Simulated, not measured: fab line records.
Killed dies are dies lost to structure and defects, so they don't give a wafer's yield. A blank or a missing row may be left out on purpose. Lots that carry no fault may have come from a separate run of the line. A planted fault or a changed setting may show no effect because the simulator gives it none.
A lot that was struck, set against a sound lot + flow sfqLine + 20 out of 325 route steps
Sound: the wafers L626.1, L626.2, L626.4. Wafers struck: L642.2, L642.3, L642.5. The cause is named last.
At each step with rows: each side's tool, then ch and its chambers, then its first start. Under that, the readings that differ: sound wafers + struck wafers + difference of the means + sigmas: that difference in standard deviations of wafers without a fault.
alike: readings whose means differ by less than 2 such deviations, and words and numbers that are the same on both sides. not compared: withheld readings, readings that some wafer has no value for, bounds like >300 that may hide the same value, and numbers for which the record gives no deviation and whose values overlap.
A row with sigmas, a row that says differs or no value, or rows on one side alone: a step with any of these is where the two part. When numbers do not overlap yet have no deviation, they are printed without sigmas and do not part them. A reading that every wafer of one side lacks parts them only if that side has two wafers or more.

first, 3 steps without rows for these wafers: SFQ_TRILAYER_I2_VIA_LITHO_EXPOSE_068 (exposes mask I2, target cd 500 nm); SFQ_TRILAYER_I2_VIA_LITHO_PEB_070 (peb time 60 s); SFQ_TRILAYER_I2_VIA_LITHO_DEVELOP_069 (time 60 s).
SFQ_I2_OVL_MEAS_918:
  sound on overlay-01 at day 39 12:22; struck on overlay-01 at day 44 13:34
  alike: I2_OVL
SFQ_TRILAYER_I2_VIA_BARC_OPEN_VIA_ETCH_096: etches BARC in O2, target depth 125 nm, time 41.7 s.
  sound on rieDiel-04 ch 0,2,3, day 39 12:24; struck on rieDiel-04 ch 0,1, day 44 13:35
  alike: biasW, chamberPressureMTorr, drypumpMotorCurrentA, oesProductAu
  not compared: rfHoursCounterH
SFQ_TRILAYER_I2_VIA_ETCH_VIA_ETCH_070: etches SiO2 in CHF3, stops on Nb, target depth 260 nm.
  sound on rieDiel-04 ch 0,2,3, day 39 12:26; struck on rieDiel-04 ch 0,1, day 44 13:37
  alike: biasW, chamberPressureMTorr, drypumpMotorCurrentA, oesProductAu
SFQ_TRILAYER_I2_VIA_STRIP_STRIP_071: strips in O2.
  sound on rieMetal-03 ch 0,1, day 39 12:33; struck on rieMetal-01 ch 0,1, day 44 13:44
  alike: chamberPressureMTorr, drypumpMotorCurrentA, oesProductAu
  not compared: rfHoursCounterH
then, 2 steps without rows for these wafers: SFQ_TRILAYER_I2_VIA_STRIP_SOLV_CLEAN_072 (cleans in NMP, time 600 s); SFQ_TRILAYER_M3_DEP_PRE_CLEAN_074 (time 22.5 s).
SFQ_TRILAYER_M3_DEP_SPUTTER_073: material Nb, target thk 200 nm, time 133.3 s.
  sound on pvdSputter-03 at day 39 13:22; struck on pvdSputter-06 at day 44 14:32
  alike: substrateTempC, throttleValvePct
SFQ_M3_RS_MEAS_919: uses a four-point probe to measure.
  sound on filmMetro-02 at day 39 13:28; struck on filmMetro-02 at day 44 14:39
  alike: M3_NB_RS
SFQ_TRILAYER_M3_LITHO_COAT_080: resist thk 62 nm.
  sound on lithoTrack-04 ch 0, day 39 13:38; struck on lithoTrack-04 ch 0, day 44 14:52
| reading                                             | sound             | struck            | difference | sigmas |
|-----------------------------------------------------|-------------------|-------------------|------------|--------|
| chillPlateTempC (C)                                 | 23.06 23.07 23.17 | 22.92 22.88 22.80 | -0.23      | -2     |
| model.BARC_of_TRILAYER_M3_LITHO_COAT_080.thkNm (nm) | 62.12 61.97 61.99 | 56 55.98 56.15    | -6         |        |
then, 5 steps without rows for these wafers: SFQ_TRILAYER_M3_LITHO_COAT_075 (resist thk 600 nm); SFQ_TRILAYER_M3_LITHO_SOFTBAKE_079; SFQ_TRILAYER_M3_LITHO_EXPOSE_076 (exposes mask M3, target cd 500 nm); SFQ_TRILAYER_M3_LITHO_PEB_078 (peb time 60 s); SFQ_TRILAYER_M3_LITHO_DEVELOP_077 (time 60 s).
SFQ_M3_OVL_MEAS_921:
  sound on overlay-01 at day 39 15:53; struck on overlay-02 at day 44 17:04
  alike: M3_OVL
SFQ_TRILAYER_M3_BARC_OPEN_METAL_ETCH_100: etches BARC in O2, target depth 125 nm, time 41.7 s.
  sound on rieMetal-02 ch 0,1, day 39 15:56; struck on rieMetal-04 ch 0,1, day 44 17:06
| reading                 | sound             | struck            | difference | sigmas |
|-------------------------|-------------------|-------------------|------------|--------|
| oesProductAu (a.u.)     | 0.689 0.685 0.689 | 0.660 0.655 0.654 | -0.031     | -7     |
| model.etch.depthNm (nm) | 62.12 61.97 61.99 | 56 55.98 56.15    | -6         |        |
  alike: biasW, chamberPressureMTorr, drypumpMotorCurrentA
  not compared: rfHoursCounterH
SFQ_TRILAYER_M3_ETCH_METAL_ETCH_078: etches Nb in Cl2/Ar, stops on SiO2, target depth 240 nm, time 120 s.
  sound on rieMetal-02 ch 0,1, day 39 15:59; struck on rieMetal-04 ch 0,1, day 44 17:10
| reading                      | sound              | struck               | difference | sigmas |
|------------------------------|--------------------|----------------------|------------|--------|
| chamberPressureMTorr (mTorr) | 10.008 9.984 9.980 | 10.004 10.004 10.019 | +0.018     | +2     |
  alike: biasW, drypumpMotorCurrentA, oesProductAu
  not compared: rfHoursCounterH

WHERE THEY PART
First at SFQ_TRILAYER_M3_LITHO_COAT_080; last, within this record, at SFQ_TRILAYER_M3_ETCH_METAL_ETCH_078.

WHY: whatever the simulator had introduced
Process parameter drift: lithoTrack-04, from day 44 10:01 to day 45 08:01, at SFQ_TRILAYER_M3_LITHO_COAT_080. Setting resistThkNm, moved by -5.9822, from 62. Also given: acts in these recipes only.
